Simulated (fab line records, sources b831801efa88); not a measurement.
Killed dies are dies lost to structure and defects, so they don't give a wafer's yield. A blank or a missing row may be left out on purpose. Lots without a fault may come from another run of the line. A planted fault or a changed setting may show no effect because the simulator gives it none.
Chamber matching | flow sky130 | SKY_VIA4_CMP_02 on cmp-01: 4 sister chambers
The step polishes SiO2. 24 wafers are shown with their chamber, then 12 later ones without.

WAFERS WITH THEIR CHAMBER
wafer  | chamber | motor_current_A (A) | head_pressure_psi (psi) | platen_rpm (rpm)
L074.1 | 2       | 12.5                | 4.000                   | 60.07
L074.3 | 0       | 12.0                | 3.981                   | 60.02
L074.4 | 1       | 9.5                 | 3.994                   | 59.98
L077.1 | 3       | 14.0                | 4.006                   | 60.02
L077.3 | 1       | 10.0                | 3.999                   | 60.02
L077.5 | 2       | 12.6                | 4.012                   | 59.99
L078.4 | 0       | 11.8                | 4.013                   | 60.04
L078.5 | 1       | 10.1                | 3.998                   | 60.01
L078.6 | 0       | 12.3                | 3.996                   | 60.02
L079.1 | 1       | 9.8                 | 3.998                   | 59.92
L079.4 | 0       | 11.9                | 3.992                   | 59.99
L079.5 | 2       | 12.0                | 4.008                   | 59.90
L081.1 | 2       | 12.2                | 4.006                   | 59.96
L081.2 | 1       | 9.7                 | 4.008                   | 60.01
L081.5 | 0       | 12.3                | 3.999                   | 60.11
L082.1 | 3       | 13.8                | 4.009                   | 59.94
L082.2 | 2       | 11.7                | 4.007                   | 60.06
L082.6 | 0       | 12.0                | 4.000                   | 59.93
L085.1 | 3       | 14.9                | 4.007                   | 60.08
L085.4 | 2       | 12.5                | 3.999                   | 60.04
L085.5 | 0       | 11.7                | 4.005                   | 60.03
L089.1 | 2       | 12.5                | 3.988                   | 60.02
L089.3 | 1       | 10.0                | 3.999                   | 59.93
L089.6 | 1       | 10.0                | 4.018                   | 59.90

SIGNATURES (means of the wafers above)
reading           | chamber 0 | chamber 1 | chamber 2 | chamber 3 | scatter within a chamber
motor_current_A   | 12.000    | 9.871     | 12.286    | 14.233    | 0.312
head_pressure_psi | 3.99800   | 4.00200   | 4.00286   | 4.00733   | 0.00837
platen_rpm        | 60.0200   | 59.9671   | 60.0057   | 60.0133   | 0.0566
Rule: a wafer's distance from a chamber is the root of the sum, over the readings, of the square of ((its reading less the chamber's mean) divided by the reading's scatter). The wafer belongs to the nearest chamber; if the next one is less than 2 further off, it can't be placed. The scatter: the root of (the sum of the squares of (reading less its chamber's mean) over the shown wafers, divided by (wafers less chambers)).

WAFERS WITHOUT THEIR CHAMBER
wafer  | motor_current_A (A) | head_pressure_psi (psi) | platen_rpm (rpm)
L092.2 | 13.6                | 3.996                   | 60.05
L092.3 | 12.8                | 4.008                   | 60.05
L092.4 | 10.2                | 3.993                   | 60.00
L095.1 | 14.0                | 3.989                   | 60.03
L095.5 | 12.1                | 3.990                   | 60.03
L095.6 | 13.9                | 3.990                   | 60.04
L096.1 | 14.1                | 4.009                   | 60.02
L096.2 | 9.8                 | 4.006                   | 60.05
L096.4 | 12.2                | 3.997                   | 60.05
L097.3 | 12.8                | 4.033                   | 59.98
L097.4 | 14.4                | 4.004                   | 60.03
L097.5 | 9.7                 | 3.995                   | 59.95

WHICH CHAMBER EACH WENT THROUGH
wafer  | from the rows above          | in truth
L092.2 | can't be placed: 3 or 2      | 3
L092.3 | can't be placed: 2 or 0      | 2
L092.4 | 1                            | 1
L095.1 | 3                            | 3
L095.5 | can't be placed: 0 or 2      | 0
L095.6 | 3                            | 3
L096.1 | 3                            | 3
L096.2 | 1                            | 1
L096.4 | can't be placed: 0 or 2      | 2
L097.3 | can't be placed: 2 or 0 or 3 | 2
L097.4 | 3                            | 3
L097.5 | 1                            | 1
Placed correctly: 7 of 12. Can't be placed from these rows: 5 (the true chamber is among the candidates in 5). Placed wrongly: 0.
